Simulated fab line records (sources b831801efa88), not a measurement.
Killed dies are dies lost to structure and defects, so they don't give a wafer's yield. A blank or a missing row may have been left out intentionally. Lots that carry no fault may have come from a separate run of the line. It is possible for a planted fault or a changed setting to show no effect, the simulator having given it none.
Chamber matching | flow gf180mcu | pecvd-02 running GF_PASSIVATION_CVD_00: 3 sister chambers
The step deposits SiO2 from TEOS, target thk 1000 nm, time 108.3 s. 3 wafers are shown with their chamber, then 12 later ones without.

## WAFERS, EACH WITH ITS CHAMBER
wafer  | chamber | heater_power_w (W)
L092.4 | 2       | 770
L092.5 | 1       | 715
L092.6 | 0       | 585

## WAFERS WITHOUT THEIR CHAMBER
wafer  | heater_power_w (W)
L094.1 | 655
L094.2 | 554
L094.3 | 777
L094.4 | 606
L094.5 | 600
L094.6 | 692
L096.3 | 761
L096.4 | 614
L096.5 | 602
L097.1 | 743
L097.5 | 596
L097.6 | 607

## THE CHAMBER EACH PASSED THROUGH
wafer  | from the rows above     | in truth
L094.1 | can't be placed: 1 or 0 | 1
L094.2 | 0                       | 0
L094.3 | 2                       | 2
L094.4 | 0                       | 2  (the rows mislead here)
L094.5 | 0                       | 0
L094.6 | 1                       | 1
L096.3 | can't be placed: 2 or 1 | 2
L096.4 | 0                       | 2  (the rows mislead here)
L096.5 | 0                       | 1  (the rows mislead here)
L097.1 | can't be placed: 2 or 1 | 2
L097.5 | 0                       | 0
L097.6 | 0                       | 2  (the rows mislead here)
5 of 12 placed correctly. Not placeable from these rows: 3 (in 3, the candidates include the true chamber). Wrongly placed: 4.
How it was worked out, from the rows above alone: a wafer's distance from a chamber is the root of the sum, over the readings, of the square of ((its reading less the chamber's mean) divided by the reading's scatter). If the next closest chamber is less than 2 further off than the closest, the wafer can't be placed; otherwise it belongs to the closest. Each chamber's mean is taken over the wafers shown for it. The scatter: root of mean squared gap, hidden wafer to nearest shown wafer, with one shown wafer a chamber.
